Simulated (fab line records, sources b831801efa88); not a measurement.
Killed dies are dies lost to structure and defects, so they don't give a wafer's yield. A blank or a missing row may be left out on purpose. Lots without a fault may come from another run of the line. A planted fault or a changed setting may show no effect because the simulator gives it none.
Chamber matching | flow sky130 | SKY_POLY_CUT_ETCH_11 on rie_diel-02: 4 sister chambers
The step etches Si3N4 in CF4/CH2F2/Ar, stops on poly-Si, time 42.5 s, target depth 60 nm. 4 wafers are shown with their chamber, then 10 later ones without.

WAFERS WITH THEIR CHAMBER
wafer  | chamber | drypump_motor_current_A (A)
L087.2 | 1       | 5.5
L087.6 | 0       | 5.9
L089.2 | 3       | 5.5
L089.5 | 2       | 5.1

WAFERS WITHOUT THEIR CHAMBER
wafer  | drypump_motor_current_A (A)
L089.6 | 5.5
L091.1 | 5.1
L091.4 | 5.5
L091.5 | 5.1
L092.1 | 5.9
L092.5 | 5.1
L092.6 | 5.5
L097.1 | 5.5
L097.2 | 5.1
L097.6 | 5.0

WHICH CHAMBER EACH WENT THROUGH
wafer  | from the rows above     | in truth
L089.6 | can't be placed: 1 or 3 | 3
L091.1 | 2                       | 2
L091.4 | can't be placed: 1 or 3 | 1
L091.5 | 2                       | 2
L092.1 | 0                       | 0
L092.5 | 2                       | 2
L092.6 | can't be placed: 1 or 3 | 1
L097.1 | can't be placed: 1 or 3 | 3
L097.2 | 2                       | 2
L097.6 | 2                       | 2
Placed correctly: 6 of 10. Can't be placed from these rows: 4 (the true chamber is among the candidates in 4). Placed wrongly: 0.
How it was worked out, from the rows above alone: a wafer's distance from a chamber is the root of the sum, over the readings, of the square of ((its reading less the chamber's mean) divided by the reading's scatter). The wafer belongs to the nearest chamber; if the next one is less than 2 further off, it can't be placed. A chamber's mean is the mean of its shown wafers. The scatter: with one shown wafer a chamber, the root of the mean of the squares of how far each hidden wafer lies from its nearest shown one.
